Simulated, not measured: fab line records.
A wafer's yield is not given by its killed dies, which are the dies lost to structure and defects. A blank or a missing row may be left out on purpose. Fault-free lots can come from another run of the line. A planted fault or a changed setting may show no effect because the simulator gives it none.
Which tool did it? -- flow sky130 -- 30 wafers from 10 lots sampled at 3 of the route's 708 steps

WHAT THE GAUGES SHOWED, per wafer
SKY_VIA4_RS_MEAS_19: the measuring method here is four-point-probe.
lot,measured,on,VIA4_W_RS (ohm/sq)
L825,day 43 02:28,filmMetro-04,0.2239 0.2259 0.2260
L828,day 44 01:09,filmMetro-01,0.2235 0.2238 0.2253
L827,day 44 01:43,filmMetro-03,0.2248 0.2264 0.2282
L829,day 44 10:32,filmMetro-04,0.2226 0.2217 0.2233
L836,day 45 23:34,filmMetro-01,0.2264 0.2696 0.2262
L837,day 46 14:42,filmMetro-03,0.2301 0.2707 0.2722
L843,day 48 01:54,filmMetro-01,0.2273 0.2287 0.2257
L846,day 48 21:04,filmMetro-04,0.2297 0.2254 0.2249
L847,day 49 01:19,filmMetro-03,0.2306 0.2219 0.2267
L848,day 49 08:25,filmMetro-01,0.2283 0.2256 0.2244

EACH LOT AND THE TOOL THAT RAN IT (in order: tool; ch and the chambers of the sampled wafers; start)
lot,SKY_VIA2_CMP_24,SKY_VIA4_CVD_18
L825,"cmp-01 ch 0,2,3, day 36 10:59","cvdW-01 ch 0,1, day 43 02:18"
L828,"cmp-02 ch 0,2,3, day 37 12:17","cvdW-01 ch 0,1, day 44 00:59"
L827,"cmp-01 ch 1,3, day 37 12:49","cvdW-02 ch 0,1, day 44 01:34"
L829,"cmp-02 ch 2,3, day 37 23:13","cvdW-02 ch 0,1, day 44 10:24"
L836,"cmp-01 ch 0,1, day 39 17:56","cvdW-01 ch 0,1, day 45 23:25"
L837,"cmp-01 ch 1,2,3, day 40 13:19","cvdW-01 ch 0,1, day 46 14:34"
L843,"cmp-02 ch 0,1, day 42 07:13","cvdW-02 ch 0,1, day 48 01:45"
L846,"cmp-01 ch 2,3, day 43 07:22","cvdW-02 ch 0,1, day 48 20:55"
L847,"cmp-01 ch 0,1,3, day 43 13:42","cvdW-02 ch 0,1, day 49 01:08"
L848,"cmp-02 ch 0,1,3, day 43 21:47","cvdW-01 ch 0,1, day 49 08:16"
- SKY_VIA2_CMP_24: polishes, stops on SiO2, t overpolish 20 s, target thk 0 nm.
- SKY_VIA4_CVD_18: deposits W, target thk 505 nm, time 152.14 s.

THE ANSWER, worked out from the rows above alone
Rule: what is usual is taken from the lots themselves. Put in order of their means at a reading, lots are off if they are a third of the lots or fewer, leave a main group of 4 or more, and stand apart from it by a gap of 3 or more times the standard deviation of the main group's means; of several such gaps the widest counts. A main group is skipped when, at the precision printed for the reading in the tables above, its means are all equal. A lot without any number at a reading at which 4 lots or more have one is off too. Where the step has rows for the other lots, those lots are counted as sound.
Off: L836, L837, at SKY_VIA4_RS_MEAS_19 (VIA4_W_RS). The main group has a mean of 0.2256 ohm/sq with a standard deviation of 0.0015.
If a tool, at a process step before that reading, ran all the lots that are off and no sound lot after the first of them, it fits. Gauges at SKY_VIA4_RS_MEAS_19: tried the same way as those tools. Of those tried, none fits.

WHAT THE SIMULATOR HAD INSERTED
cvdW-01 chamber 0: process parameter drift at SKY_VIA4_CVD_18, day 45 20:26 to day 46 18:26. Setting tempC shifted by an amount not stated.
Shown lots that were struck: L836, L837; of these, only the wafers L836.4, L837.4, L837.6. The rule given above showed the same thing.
